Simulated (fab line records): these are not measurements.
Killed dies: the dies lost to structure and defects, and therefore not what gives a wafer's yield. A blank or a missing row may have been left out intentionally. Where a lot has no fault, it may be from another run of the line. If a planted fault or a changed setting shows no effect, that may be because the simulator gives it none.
One fault seen from 2 desks | flow gf180mcu | every desk sees just its own numbers, and what lay behind them comes last

== THE TOOL OWNER'S DESK: cvd w-01 ==
The tool's own readings at GF_V2_CVD_23 (deposits W, target thk 350 nm, time 104.94 s): means of the sampled wafers that have a number, for each lot that ran on this tool. If a lot's mean is further than 4 standard deviations from the usual mean, the lot is out of limits and carries the mark OUT (the distance appears in the brackets).
Columns: A = heater power w at GF_V2_CVD_23, usual 799 W; B = susceptor temp C at GF_V2_CVD_23, usual 400.01 C
lot  | first seen here | A   | B
L694 | day 20 23:32    | 824 | 400.14
L697 | day 21 21:05    | 774 | 399.79
L700 | day 23 06:32    | 786 | 399.81
L704 | day 24 10:37    | 902 | 414.45 (+60) OUT
L705 | day 24 18:15    | 915 | 414.46 (+60) OUT
L715 | day 27 20:36    | 837 | 399.97
Finding of this desk: L704, L705 out of limits; the first was L704 at day 24 10:37, on susceptor temp C at GF_V2_CVD_23. In limits: L694, L697, L700, L715.

== THE METROLOGY DESK ==
What the gauges read, lot by lot, whatever tool the lot ran on: means of the sampled wafers that have a number. If a lot's mean is further than 4 standard deviations from the usual mean, the lot is out of limits and carries the mark OUT (the distance appears in the brackets).
Columns: A = V2_BOW at GF_V2_BOW_MEAS_05, usual 99 um; B = V2_OVL at GF_V2_OVL_MEAS_15, usual 2 nm; C = V2_W_RS at GF_V2_RS_MEAS_24, usual 0.328 ohm/sq; D = V2_W_THK at GF_V2_THK_MEAS_25, usual 365 nm
lot  | first seen here | A   | B  | C               | D
L694 | day 19 22:56    | 109 | 3  | 0.327           | 363
L697 | day 20 20:10    | 102 | 2  | 0.331           | 371
L700 | day 22 06:29    | 106 | 6  | 0.329           | 361
L704 | day 23 11:21    | 103 | -1 | 0.252 (-21) OUT | 481 (+21) OUT
L705 | day 23 19:04    | 90  | -3 | 0.254 (-20) OUT | 486 (+22) OUT
L706 | day 24 04:45    | 102 | 0  | 0.326           | 367
L708 | day 24 20:53    | 94  | 8  | 0.328           | 364
L709 | day 25 05:16    | 100 | -5 | 0.329           | 369
L713 | day 26 07:04    | 95  | 2  | 0.330           | 375
L715 | day 26 23:22    | 100 | -0 | 0.331           | 362
L716 | day 27 00:14    | 94  | 4  | 0.327           | 368
Finding of this desk: L704, L705 out of limits, first seen on L704 at day 24 10:44 (V2_W_RS at GF_V2_RS_MEAS_24). In limits: L694, L697, L700, L706, L708, L709, L713, L715, L716.

== TAKEN TOGETHER ==
The tool owner's desk had the chance to raise an alarm at day 24 10:37 on L704, L705.
An alarm was possible from the metrology desk at day 24 10:44, on L704, L705.
GF_V2_CVD_23 was run on cvd w-01 by each of the lots named.

== WHAT WAS PUT IN BY THE SIMULATOR ==
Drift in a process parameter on cvd w-01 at GF_V2_CVD_23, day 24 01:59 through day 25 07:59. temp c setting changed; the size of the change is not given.
Lots struck among those shown: L704, L705.
Time in hours from fault onset to the first out-of-limits reading at each desk: tool owner's desk 9, metrology desk 9.
